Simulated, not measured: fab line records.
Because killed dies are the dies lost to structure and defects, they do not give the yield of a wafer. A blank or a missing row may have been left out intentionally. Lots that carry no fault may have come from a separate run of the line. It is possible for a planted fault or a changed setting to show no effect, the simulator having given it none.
What tool caused it? || flow sky130 || Sampling: 12 lots, 36 wafers, 5 of 708 route steps

== WHAT THE GAUGES READ, wafer by wafer ==
SKY_PASSIVATION_THK_MEAS_03.
{"lot": "L725", "measured": "day 44 00:16", "on": "film_metro-01", "PASSIVATION_CVD_02_THK (nm)": "534 529 536"}
{"lot": "L726", "measured": "day 44 08:40", "on": "film_metro-02", "PASSIVATION_CVD_02_THK (nm)": "525 535 551"}
{"lot": "L727", "measured": "day 44 13:31", "on": "film_metro-02", "PASSIVATION_CVD_02_THK (nm)": "540 542 542"}
{"lot": "L729", "measured": "day 44 20:41", "on": "film_metro-01", "PASSIVATION_CVD_02_THK (nm)": "539 558 549"}
{"lot": "L730", "measured": "day 45 03:25", "on": "film_metro-01", "PASSIVATION_CVD_02_THK (nm)": "532 543 551"}
{"lot": "L733", "measured": "day 45 19:30", "on": "film_metro-01", "PASSIVATION_CVD_02_THK (nm)": "531 550 541"}
{"lot": "L735", "measured": "day 46 13:02", "on": "film_metro-02", "PASSIVATION_CVD_02_THK (nm)": "531 537 544"}
{"lot": "L739", "measured": "day 47 13:43", "on": "film_metro-02", "PASSIVATION_CVD_02_THK (nm)": "533 545 543"}
{"lot": "L743", "measured": "day 48 22:26", "on": "film_metro-03", "PASSIVATION_CVD_02_THK (nm)": "546 537 541"}
{"lot": "L744", "measured": "day 49 01:11", "on": "film_metro-02", "PASSIVATION_CVD_02_THK (nm)": "534 535 585"}
{"lot": "L745", "measured": "day 49 03:05", "on": "film_metro-03", "PASSIVATION_CVD_02_THK (nm)": "542 583 542"}
{"lot": "L747", "measured": "day 49 03:36", "on": "film_metro-01", "PASSIVATION_CVD_02_THK (nm)": "540 543 538"}

== WHICH TOOL RAN EACH LOT (tool, then ch and the chambers of the sampled wafers, then the start) ==
{"lot": "L725", "SKY_VIA4_ETCH_12": "rie_diel-02 ch 1,2,3, day 42 23:19", "SKY_VIA4_SPUTTER_17": "pvd_sputter-04, day 43 00:01", "SKY_METAL5_SPUTTER_03": "pvd_sputter-04, day 43 01:05", "SKY_PASSIVATION_CVD_02": "pecvd-01 ch 0,1,2, day 44 00:01"}
{"lot": "L726", "SKY_VIA4_ETCH_12": "rie_diel-02 ch 0,2, day 43 07:25", "SKY_VIA4_SPUTTER_17": "pvd_sputter-01, day 43 08:05", "SKY_METAL5_SPUTTER_03": "pvd_sputter-03, day 43 08:52", "SKY_PASSIVATION_CVD_02": "pecvd-04 ch 0,2, day 44 08:26"}
{"lot": "L727", "SKY_VIA4_ETCH_12": "rie_diel-04 ch 0,2, day 43 11:48", "SKY_VIA4_SPUTTER_17": "pvd_sputter-04, day 43 12:31", "SKY_METAL5_SPUTTER_03": "pvd_sputter-03, day 43 13:18", "SKY_PASSIVATION_CVD_02": "pecvd-01 ch 0,1,2, day 44 13:16"}
{"lot": "L729", "SKY_VIA4_ETCH_12": "rie_diel-04 ch 0,1, day 43 19:27", "SKY_VIA4_SPUTTER_17": "pvd_sputter-01, day 43 20:07", "SKY_METAL5_SPUTTER_03": "pvd_sputter-03, day 43 20:58", "SKY_PASSIVATION_CVD_02": "pecvd-04 ch 0,1, day 44 20:28"}
{"lot": "L730", "SKY_VIA4_ETCH_12": "rie_diel-01 ch 1,2,3, day 44 02:33", "SKY_VIA4_SPUTTER_17": "pvd_sputter-04, day 44 03:13", "SKY_METAL5_SPUTTER_03": "pvd_sputter-02, day 44 04:01", "SKY_PASSIVATION_CVD_02": "pecvd-03 ch 0,1,2, day 45 03:11"}
{"lot": "L733", "SKY_VIA4_ETCH_12": "rie_diel-02 ch 0,3, day 44 19:30", "SKY_VIA4_SPUTTER_17": "pvd_sputter-02, day 44 20:10", "SKY_METAL5_SPUTTER_03": "pvd_sputter-02, day 44 20:58", "SKY_PASSIVATION_CVD_02": "pecvd-04 ch 0,2, day 45 19:10"}
{"lot": "L735", "SKY_VIA4_ETCH_12": "rie_diel-01 ch 1,2, day 45 13:28", "SKY_VIA4_SPUTTER_17": "pvd_sputter-02, day 45 14:08", "SKY_METAL5_SPUTTER_03": "pvd_sputter-04, day 45 15:04", "SKY_PASSIVATION_CVD_02": "pecvd-03 ch 0,1,2, day 46 12:48"}
{"lot": "L739", "SKY_VIA4_ETCH_12": "rie_diel-04 ch 0,1, day 46 14:12", "SKY_VIA4_SPUTTER_17": "pvd_sputter-01, day 46 14:59", "SKY_METAL5_SPUTTER_03": "pvd_sputter-02, day 46 15:58", "SKY_PASSIVATION_CVD_02": "pecvd-04 ch 0,1,2, day 47 13:29"}
{"lot": "L743", "SKY_VIA4_ETCH_12": "rie_diel-01 ch 0,1, day 48 01:19", "SKY_VIA4_SPUTTER_17": "pvd_sputter-04, day 48 02:01", "SKY_METAL5_SPUTTER_03": "pvd_sputter-04, day 48 02:49", "SKY_PASSIVATION_CVD_02": "pecvd-04 ch 1,2, day 48 22:13"}
{"lot": "L744", "SKY_VIA4_ETCH_12": "rie_diel-02 ch 0,1,3, day 48 03:42", "SKY_VIA4_SPUTTER_17": "pvd_sputter-02, day 48 04:29", "SKY_METAL5_SPUTTER_03": "pvd_sputter-04, day 48 05:17", "SKY_PASSIVATION_CVD_02": "pecvd-03 ch 0, day 49 00:31"}
{"lot": "L745", "SKY_VIA4_ETCH_12": "rie_diel-01 ch 1,2,3, day 48 05:48", "SKY_VIA4_SPUTTER_17": "pvd_sputter-02, day 48 06:31", "SKY_METAL5_SPUTTER_03": "pvd_sputter-03, day 48 07:26", "SKY_PASSIVATION_CVD_02": "pecvd-03 ch 0,1, day 49 02:50"}
{"lot": "L747", "SKY_VIA4_ETCH_12": "rie_diel-04 ch 0,2,3, day 48 06:27", "SKY_VIA4_SPUTTER_17": "pvd_sputter-04, day 48 07:10", "SKY_METAL5_SPUTTER_03": "pvd_sputter-04, day 48 07:59", "SKY_PASSIVATION_CVD_02": "pecvd-04 ch 0,1,2, day 49 03:22"}
- SKY_VIA4_ETCH_12: etches SiO2 in C4F8/O2/Ar, stops on TiN, target depth 580 nm.
- SKY_VIA4_SPUTTER_17: material TiN, target thk 20 nm, time 80 s.
- SKY_METAL5_SPUTTER_03: material Ti, target thk 5 nm, time 3.3 s.
- SKY_PASSIVATION_CVD_02: deposits Si3N4, target thk 540 nm.

== WHAT THE TOOLS THEMSELVES READ (means of the sampled wafers that have a number; where no wafer has one, the mark that the record gives instead) ==
SKY_VIA4_ETCH_12.
{"lot": "L725", "tool": "rie_diel-02", "oes_product_au (a.u.)": 0.924}
{"lot": "L726", "tool": "rie_diel-02", "oes_product_au (a.u.)": 0.926}
{"lot": "L727", "tool": "rie_diel-04", "oes_product_au (a.u.)": 0.927}
{"lot": "L729", "tool": "rie_diel-04", "oes_product_au (a.u.)": 0.928}
{"lot": "L730", "tool": "rie_diel-01", "oes_product_au (a.u.)": 0.927}
{"lot": "L733", "tool": "rie_diel-02", "oes_product_au (a.u.)": 0.925}
{"lot": "L735", "tool": "rie_diel-01", "oes_product_au (a.u.)": 0.929}
{"lot": "L739", "tool": "rie_diel-04", "oes_product_au (a.u.)": 0.920}
{"lot": "L743", "tool": "rie_diel-01", "oes_product_au (a.u.)": 0.931}
{"lot": "L744", "tool": "rie_diel-02", "oes_product_au (a.u.)": 0.926}
{"lot": "L745", "tool": "rie_diel-01", "oes_product_au (a.u.)": 0.927}
{"lot": "L747", "tool": "rie_diel-04", "oes_product_au (a.u.)": 0.924}

SKY_VIA4_SPUTTER_17.
{"lot": "L725", "tool": "pvd_sputter-04", "throttle_valve_pct (%)": 29.7}
{"lot": "L726", "tool": "pvd_sputter-01", "throttle_valve_pct (%)": 29.6}
{"lot": "L727", "tool": "pvd_sputter-04", "throttle_valve_pct (%)": 29.8}
{"lot": "L729", "tool": "pvd_sputter-01", "throttle_valve_pct (%)": 29.8}
{"lot": "L730", "tool": "pvd_sputter-04", "throttle_valve_pct (%)": 30.4}
{"lot": "L733", "tool": "pvd_sputter-02", "throttle_valve_pct (%)": 30.2}
{"lot": "L735", "tool": "pvd_sputter-02", "throttle_valve_pct (%)": 29.2}
{"lot": "L739", "tool": "pvd_sputter-01", "throttle_valve_pct (%)": 29.4}
{"lot": "L743", "tool": "pvd_sputter-04", "throttle_valve_pct (%)": 28.9}
{"lot": "L744", "tool": "pvd_sputter-02", "throttle_valve_pct (%)": 30.2}
{"lot": "L745", "tool": "pvd_sputter-02", "throttle_valve_pct (%)": 29.5}
{"lot": "L747", "tool": "pvd_sputter-04", "throttle_valve_pct (%)": 30.5}

SKY_METAL5_SPUTTER_03.
{"lot": "L725", "tool": "pvd_sputter-04", "throttle_valve_pct (%)": 30.4}
{"lot": "L726", "tool": "pvd_sputter-03", "throttle_valve_pct (%)": 31.1}
{"lot": "L727", "tool": "pvd_sputter-03", "throttle_valve_pct (%)": 30.6}
{"lot": "L729", "tool": "pvd_sputter-03", "throttle_valve_pct (%)": 30.1}
{"lot": "L730", "tool": "pvd_sputter-02", "throttle_valve_pct (%)": 29.1}
{"lot": "L733", "tool": "pvd_sputter-02", "throttle_valve_pct (%)": 29.6}
{"lot": "L735", "tool": "pvd_sputter-04", "throttle_valve_pct (%)": 29.8}
{"lot": "L739", "tool": "pvd_sputter-02", "throttle_valve_pct (%)": 30.4}
{"lot": "L743", "tool": "pvd_sputter-04", "throttle_valve_pct (%)": 30.2}
{"lot": "L744", "tool": "pvd_sputter-04", "throttle_valve_pct (%)": 29.9}
{"lot": "L745", "tool": "pvd_sputter-03", "throttle_valve_pct (%)": 31.0}
{"lot": "L747", "tool": "pvd_sputter-04", "throttle_valve_pct (%)": 29.7}

SKY_PASSIVATION_CVD_02.
{"lot": "L725", "tool": "pecvd-01", "heater_power_w (W)": 651}
{"lot": "L726", "tool": "pecvd-04", "heater_power_w (W)": 629}
{"lot": "L727", "tool": "pecvd-01", "heater_power_w (W)": 649}
{"lot": "L729", "tool": "pecvd-04", "heater_power_w (W)": 593}
{"lot": "L730", "tool": "pecvd-03", "heater_power_w (W)": 699}
{"lot": "L733", "tool": "pecvd-04", "heater_power_w (W)": 684}
{"lot": "L735", "tool": "pecvd-03", "heater_power_w (W)": 709}
{"lot": "L739", "tool": "pecvd-04", "heater_power_w (W)": 622}
{"lot": "L743", "tool": "pecvd-04", "heater_power_w (W)": 690}
{"lot": "L744", "tool": "pecvd-03", "heater_power_w (W)": 605}
{"lot": "L745", "tool": "pecvd-03", "heater_power_w (W)": 632}
{"lot": "L747", "tool": "pecvd-04", "heater_power_w (W)": 678}

== THE ANSWER, worked out from the rows above alone ==
Rule: what is usual is taken from the lots themselves. Put in order of their means at a reading, lots are off if they are a third of the lots or fewer, leave a main group of 4 or more, and stand apart from it by a gap of 3 or more times the standard deviation of the main group's means; of several such gaps the widest counts. A main group whose means are all the same, to the digits that the tables above print for the reading, isn't used. A lot without any number at a reading at which 4 lots or more have one is off too. The other lots that the step has rows for count as sound. Order of review: gauges by route order, followed by the tools' own readings, for which a lot's mean as printed above is used. At the first step where some lot is off, the reading lying furthest off is the one used; lots without a number count as furthest.
Nothing can be told from this: no lot is off at any reading shown.

== WHAT THE SIMULATOR HAD PUT IN ==
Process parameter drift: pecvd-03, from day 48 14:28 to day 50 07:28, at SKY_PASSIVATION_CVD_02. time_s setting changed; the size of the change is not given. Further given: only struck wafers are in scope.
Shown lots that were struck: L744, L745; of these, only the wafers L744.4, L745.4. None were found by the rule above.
